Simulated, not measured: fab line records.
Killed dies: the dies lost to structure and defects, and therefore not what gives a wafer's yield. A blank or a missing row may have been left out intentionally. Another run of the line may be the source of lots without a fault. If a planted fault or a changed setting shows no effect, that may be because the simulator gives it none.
Chamber matching | flow gf180mcu | cmp-01 running GF_V1_CMP_26: 4 sister chambers
The step polishes, stops on SiO2, t overpolish 15.68 s, target thk 0 nm. 4 wafers are shown with their chamber, then 9 later ones without.

WAFERS WITH THEIR CHAMBER
wafer  | chamber | motor_current_A (A)
L562.4 | 3       | 11.1
L565.2 | 0       | 12.9
L565.5 | 2       | 10.1
L565.6 | 1       | 10.8

WAFERS WITHOUT THEIR CHAMBER
wafer  | motor_current_A (A)
L567.1 | 10.0
L567.3 | 11.5
L567.4 | 12.9
L568.1 | 10.5
L568.3 | 11.2
L568.6 | 10.5
L569.1 | 10.4
L569.2 | 10.9
L569.6 | 10.9

THE CHAMBER EACH PASSED THROUGH
wafer  | from the rows above          | in truth
L567.1 | 2                            | 2
L567.3 | can't be placed: 3 or 1      | 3
L567.4 | 0                            | 0
L568.1 | can't be placed: 1 or 2 or 3 | 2
L568.3 | can't be placed: 3 or 1      | 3
L568.6 | can't be placed: 1 or 2 or 3 | 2
L569.1 | can't be placed: 2 or 1 or 3 | 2
L569.2 | can't be placed: 1 or 3      | 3
L569.6 | can't be placed: 1 or 3      | 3
Placed correctly: 2 of 9. These rows do not allow placing 7 (true chamber among the candidates in 7). 0 placed wrongly.
How it was worked out, from the rows above alone: a wafer's distance from a chamber is the root of the sum, over the readings, of the square of ((its reading less the chamber's mean) divided by the reading's scatter). The wafer belongs to the nearest chamber; if the next one is less than 2 further off, it can't be placed. For every chamber, the mean is computed from those of its wafers that are shown. The scatter: with one shown wafer a chamber, the root of the mean of the squares of how far each hidden wafer lies from its nearest shown one.
